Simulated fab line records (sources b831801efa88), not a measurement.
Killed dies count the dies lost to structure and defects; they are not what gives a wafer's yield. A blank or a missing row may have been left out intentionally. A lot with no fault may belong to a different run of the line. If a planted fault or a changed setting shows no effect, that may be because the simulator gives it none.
The tool behind it: which one? :: flow gf180mcu :: 15 lots with 43 wafers sampled at 2 steps, on a route of 602 steps

== WHAT THE GAUGES READ, wafer by wafer ==
GF_STI_THK_MEAS_30.
lot: L201
measured: day 2 05:29
on: film-metro-03
STI_OXIDATION_02_THK (nm): 9.84 9.75 10.02

lot: L202
measured: day 2 10:44
on: film-metro-02
STI_OXIDATION_02_THK (nm): 10.03 9.97 9.97

lot: L204
measured: day 2 21:36
on: film-metro-02
STI_OXIDATION_02_THK (nm): 9.60 9.79 9.78

lot: L205
measured: day 3 02:52
on: film-metro-01
STI_OXIDATION_02_THK (nm): 10.17 9.94 9.92

lot: L207
measured: day 3 13:04
on: film-metro-02
STI_OXIDATION_02_THK (nm): 9.97 9.79 9.70

lot: L208
measured: day 3 17:46
on: film-metro-03
STI_OXIDATION_02_THK (nm): 10.13 10.02

lot: L209
measured: day 4 00:56
on: film-metro-03
STI_OXIDATION_02_THK (nm): 9.77 9.81 9.77

lot: L212
measured: day 4 15:55
on: film-metro-03
STI_OXIDATION_02_THK (nm): 10.08 10.16

lot: L213
measured: day 4 20:35
on: film-metro-03
STI_OXIDATION_02_THK (nm): 10.19 10.22 10.01

lot: L214
measured: day 5 01:12
on: film-metro-02
STI_OXIDATION_02_THK (nm): 14.02 13.88 13.72

lot: L215
measured: day 5 07:34
on: film-metro-03
STI_OXIDATION_02_THK (nm): 13.82 13.96 13.82

lot: L216
measured: day 5 13:49
on: film-metro-03
STI_OXIDATION_02_THK (nm): 10.10 10.21 10.10

lot: L217
measured: day 5 18:32
on: film-metro-01
STI_OXIDATION_02_THK (nm): 14.15 14.15 14.08

lot: L218
measured: day 5 22:01
on: film-metro-02
STI_OXIDATION_02_THK (nm): 10.13 10.16 10.09

lot: L224
measured: day 7 08:52
on: film-metro-01
STI_OXIDATION_02_THK (nm): 10.05 10.18 10.24

== EACH LOT AND THE TOOL THAT RAN IT (in order: tool; ch and the chambers of the sampled wafers; start) ==
lot: L201
GF_STI_OXIDATION_29: furnace-02 ch 0, day 2 04:04

lot: L202
GF_STI_OXIDATION_29: furnace-01 ch 0, day 2 09:21

lot: L204
GF_STI_OXIDATION_29: furnace-02 ch 0, day 2 20:13

lot: L205
GF_STI_OXIDATION_29: furnace-01 ch 0, day 3 01:28

lot: L207
GF_STI_OXIDATION_29: furnace-02 ch 0, day 3 11:40

lot: L208
GF_STI_OXIDATION_29: furnace-02 ch 0, day 3 16:22

lot: L209
GF_STI_OXIDATION_29: furnace-02 ch 0, day 3 23:31

lot: L212
GF_STI_OXIDATION_29: furnace-01 ch 0, day 4 14:31

lot: L213
GF_STI_OXIDATION_29: furnace-01 ch 0, day 4 19:11

lot: L214
GF_STI_OXIDATION_29: furnace-01 ch 0, day 4 23:49

lot: L215
GF_STI_OXIDATION_29: furnace-01 ch 0, day 5 06:10

lot: L216
GF_STI_OXIDATION_29: furnace-02 ch 0, day 5 12:25

lot: L217
GF_STI_OXIDATION_29: furnace-01 ch 0, day 5 17:09

lot: L218
GF_STI_OXIDATION_29: furnace-02 ch 0, day 5 20:37

lot: L224
GF_STI_OXIDATION_29: furnace-02 ch 0, day 7 07:28
- GF_STI_OXIDATION_29: stabilise 600 s, purge 300 s, target thk 10 nm.

== WHAT THE TOOLS THEMSELVES READ (means of the sampled wafers that have a number; where no wafer has one, the mark that the record gives instead) ==
GF_STI_OXIDATION_29.
lot: L201
tool: furnace-02
spike-tc-bottom-C (C): 919.3
spike-tc-centre-C (C): 901.4
spike-tc-lower-C (C): 900.8
spike-tc-top-C (C): 918.0
spike-tc-upper-C (C): 899.9
tube-center-temp-C (C): 899.97
zone-power-upper-pct (%): 16.02

lot: L202
tool: furnace-01
spike-tc-bottom-C (C): 918.5
spike-tc-centre-C (C): 901.6
spike-tc-lower-C (C): 898.9
spike-tc-top-C (C): 912.9
spike-tc-upper-C (C): 898.7
tube-center-temp-C (C): 900.00
zone-power-upper-pct (%): 16.40

lot: L204
tool: furnace-02
spike-tc-bottom-C (C): 919.4
spike-tc-centre-C (C): 901.0
spike-tc-lower-C (C): 901.7
spike-tc-top-C (C): 918.1
spike-tc-upper-C (C): 900.5
tube-center-temp-C (C): 900.09
zone-power-upper-pct (%): 15.86

lot: L205
tool: furnace-01
spike-tc-bottom-C (C): 918.3
spike-tc-centre-C (C): 902.0
spike-tc-lower-C (C): 899.9
spike-tc-top-C (C): 912.8
spike-tc-upper-C (C): 898.6
tube-center-temp-C (C): 900.01
zone-power-upper-pct (%): 16.55

lot: L207
tool: furnace-02
spike-tc-bottom-C (C): 919.0
spike-tc-centre-C (C): 900.6
spike-tc-lower-C (C): 900.4
spike-tc-top-C (C): 917.5
spike-tc-upper-C (C): 900.1
tube-center-temp-C (C): 899.97
zone-power-upper-pct (%): 16.01

lot: L208
tool: furnace-02
spike-tc-bottom-C (C): 919.0
spike-tc-centre-C (C): 901.3
spike-tc-lower-C (C): 898.8
spike-tc-top-C (C): 916.8
spike-tc-upper-C (C): 899.3
tube-center-temp-C (C): 900.13
zone-power-upper-pct (%): 15.96

lot: L209
tool: furnace-02
spike-tc-bottom-C (C): 918.5
spike-tc-centre-C (C): 900.7
spike-tc-lower-C (C): 901.0
spike-tc-top-C (C): 917.4
spike-tc-upper-C (C): 900.0
tube-center-temp-C (C): 899.95
zone-power-upper-pct (%): 16.11

lot: L212
tool: furnace-01
spike-tc-bottom-C (C): 919.7
spike-tc-centre-C (C): 901.8
spike-tc-lower-C (C): 900.0
spike-tc-top-C (C): 912.5
spike-tc-upper-C (C): 898.4
tube-center-temp-C (C): 899.96
zone-power-upper-pct (%): 16.44

lot: L213
tool: furnace-01
spike-tc-bottom-C (C): 919.6
spike-tc-centre-C (C): 900.6
spike-tc-lower-C (C): 899.3
spike-tc-top-C (C): 912.6
spike-tc-upper-C (C): 898.5
tube-center-temp-C (C): 900.07
zone-power-upper-pct (%): 16.48

lot: L214
tool: furnace-01
spike-tc-bottom-C (C): 948.6
spike-tc-centre-C (C): 931.3
spike-tc-lower-C (C): 930.1
spike-tc-top-C (C): 942.1
spike-tc-upper-C (C): 928.8
tube-center-temp-C (C): 899.97
zone-power-upper-pct (%): 17.64

lot: L215
tool: furnace-01
spike-tc-bottom-C (C): 949.3
spike-tc-centre-C (C): 931.5
spike-tc-lower-C (C): 930.0
spike-tc-top-C (C): 941.7
spike-tc-upper-C (C): 928.5
tube-center-temp-C (C): 900.01
zone-power-upper-pct (%): 17.91

lot: L216
tool: furnace-02
spike-tc-bottom-C (C): 919.9
spike-tc-centre-C (C): 899.5
spike-tc-lower-C (C): 900.7
spike-tc-top-C (C): 917.3
spike-tc-upper-C (C): 901.1
tube-center-temp-C (C): 900.07
zone-power-upper-pct (%): 15.93

lot: L217
tool: furnace-01
spike-tc-bottom-C (C): 949.7
spike-tc-centre-C (C): 932.3
spike-tc-lower-C (C): 930.6
spike-tc-top-C (C): 942.7
spike-tc-upper-C (C): 928.2
tube-center-temp-C (C): 900.07
zone-power-upper-pct (%): 17.80

lot: L218
tool: furnace-02
spike-tc-bottom-C (C): 918.3
spike-tc-centre-C (C): 900.3
spike-tc-lower-C (C): 900.3
spike-tc-top-C (C): 917.1
spike-tc-upper-C (C): 899.9
tube-center-temp-C (C): 900.01
zone-power-upper-pct (%): 15.91

lot: L224
tool: furnace-02
spike-tc-bottom-C (C): 918.7
spike-tc-centre-C (C): 901.2
spike-tc-lower-C (C): 900.8
spike-tc-top-C (C): 918.3
spike-tc-upper-C (C): 899.6
tube-center-temp-C (C): 900.07
zone-power-upper-pct (%): 16.12

== THE ANSWER, worked out from the rows above alone ==
Rule: the usual values come from the lots themselves. Put in order of their means at a reading, lots are off if they are a third of the lots or fewer, leave a main group of 4 or more, and stand apart from it by a gap of 3 or more times the standard deviation of the main group's means; of several such gaps the widest counts. A main group whose means are all the same, to the digits that the tables above print for the reading, isn't used. A lot without any number at a reading at which 4 lots or more have one is off too. Where the step has rows for the other lots, those lots are counted as sound. After the gauges, taken in route order, come the tools' own readings; for these a lot's mean is taken, as printed above. At the first step where some lot is off, the reading lying furthest off is the one used; lots without a number count as furthest.
Off: L214, L215, L217, at GF_STI_THK_MEAS_30 (STI_OXIDATION_02_THK). Main group: mean 10.00 nm, sd 0.15.
A tool fits if, at a process step before that reading, it ran every lot that is off, and no sound lot after the first of them. Not tried: the gauges at GF_STI_THK_MEAS_30; whatever is off there is also off at GF_STI_OXIDATION_29, on other tools, and gauge error can't account for it. One fits: GF_STI_OXIDATION_29 on furnace-01. Its last sound lot is L213 (day 4 19:11), its first lot that is off L214 (day 4 23:49): a fault that began between those two fits.
The tool's own readings at GF_STI_OXIDATION_29 bear it out: on the lots that are off they differ by more than 5 times the standard deviation of the sound lots' means. spike-tc-bottom-C reads 949.2 C there against 919.0 C on the sound lots; spike-tc-centre-C reads 931.7 C there against 901.0 C on the sound lots; spike-tc-lower-C reads 930.2 C there against 900.2 C on the sound lots; spike-tc-top-C reads 942.2 C there against 915.9 C on the sound lots; spike-tc-upper-C reads 928.5 C there against 899.5 C on the sound lots; zone-power-upper-pct reads 17.78 % there against 16.15 % on the sound lots.

== WHAT THE SIMULATOR HAD PUT IN ==
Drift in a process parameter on furnace-01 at GF_STI_OXIDATION_29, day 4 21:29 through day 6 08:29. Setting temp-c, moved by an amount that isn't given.
Shown lots that were struck: L214, L215, L217. The rule above reached the same finding.
